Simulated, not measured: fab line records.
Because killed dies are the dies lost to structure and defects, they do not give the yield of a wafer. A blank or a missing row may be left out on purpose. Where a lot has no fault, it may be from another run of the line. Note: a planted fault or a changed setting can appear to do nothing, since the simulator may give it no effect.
2 desks, one fault + flow gf180mcu + each desk holds nothing but its own numbers, with what lay behind them at the end

## FOR THE TOOL OWNER'S DESK: rie-si-02
The tool's own readings at GF_POLY_GATE_ETCH_13 (etches poly-Si in HBr/Cl2, stops on SiO2, target depth 198.5 nm, time 69.6 s): means of the sampled wafers that have a number, for each lot that ran on this tool. Any lot whose mean is over 4 standard deviations away from the usual mean is out of limits and marked OUT; that distance is given in the brackets.
Columns: A = bias-w at GF_POLY_GATE_ETCH_13, usual 100.01 W; B = drypump-motor-current-A at GF_POLY_GATE_ETCH_13, usual 5.6 A; C = oes-product-au at GF_POLY_GATE_ETCH_13, usual 0.994 a.u.; D = throttle-valve-pct at GF_POLY_GATE_ETCH_13, usual 33.685 %
| lot  | first seen here | A      | B   | C     | D      |
|------|-----------------|--------|-----|-------|--------|
| L401 | day 9 16:17     | 100.18 | 5.6 | 0.989 | 33.679 |
| L402 | day 9 23:45     | 100.27 | 5.7 | 0.991 | 33.683 |
| L407 | day 12 10:48    | 100.02 | 5.6 | 0.992 | 33.684 |
| L408 | day 12 12:35    | 100.10 | 5.6 | 1.007 | 33.686 |
| L410 | day 12 22:19    | 99.95  | 5.5 | 1.001 | 33.687 |
| L411 | day 13 16:37    | 100.39 | 5.7 | 0.990 | 33.679 |
This desk's verdict: no lot among the 6 shows anything out of limits.

## AT THE METROLOGY DESK
What the gauges read, lot by lot, whatever tool the lot ran on: means of the sampled wafers that have a number. Any lot whose mean is over 4 standard deviations away from the usual mean is out of limits and marked OUT; that distance is given in the brackets.
Columns: A = VT_IMPLANT_03_OVL at GF_VT_IMPLANT_OVL_MEAS_40, usual -0.8 nm; B = cd-nm at GF_HV_LDD_CD_MEAS_19, usual 400.1 nm
| lot  | first seen here | A    | B     |
|------|-----------------|------|-------|
| L397 | day 6 17:56     | -2.0 | 401.2 |
| L401 | day 7 21:33     | -0.9 | 398.0 |
| L402 | day 8 05:32     | -0.2 | 402.0 |
| L403 | day 10 07:35    | 0.2  | 401.1 |
| L404 | day 10 08:01    | 0.7  | 402.1 |
| L405 | day 10 13:10    | -2.1 | 400.4 |
| L407 | day 10 14:28    | 0.5  | 400.1 |
| L406 | day 10 15:16    | -2.4 | 398.4 |
| L408 | day 10 15:21    | 0.4  | 399.5 |
| L409 | day 10 17:40    | -0.3 | 403.3 |
| L410 | day 11 01:11    | -0.2 | 399.0 |
| L411 | day 11 14:33    | 1.0  | 401.2 |
| L419 | day 14 03:29    | -2.2 | 397.6 |
This desk's verdict: no lot among the 13 shows anything out of limits.

## BROUGHT TOGETHER
The tool owner's desk saw nothing out of limits.
At the metrology desk, nothing out of limits was observed.

## WHAT THE SIMULATOR PUT IN
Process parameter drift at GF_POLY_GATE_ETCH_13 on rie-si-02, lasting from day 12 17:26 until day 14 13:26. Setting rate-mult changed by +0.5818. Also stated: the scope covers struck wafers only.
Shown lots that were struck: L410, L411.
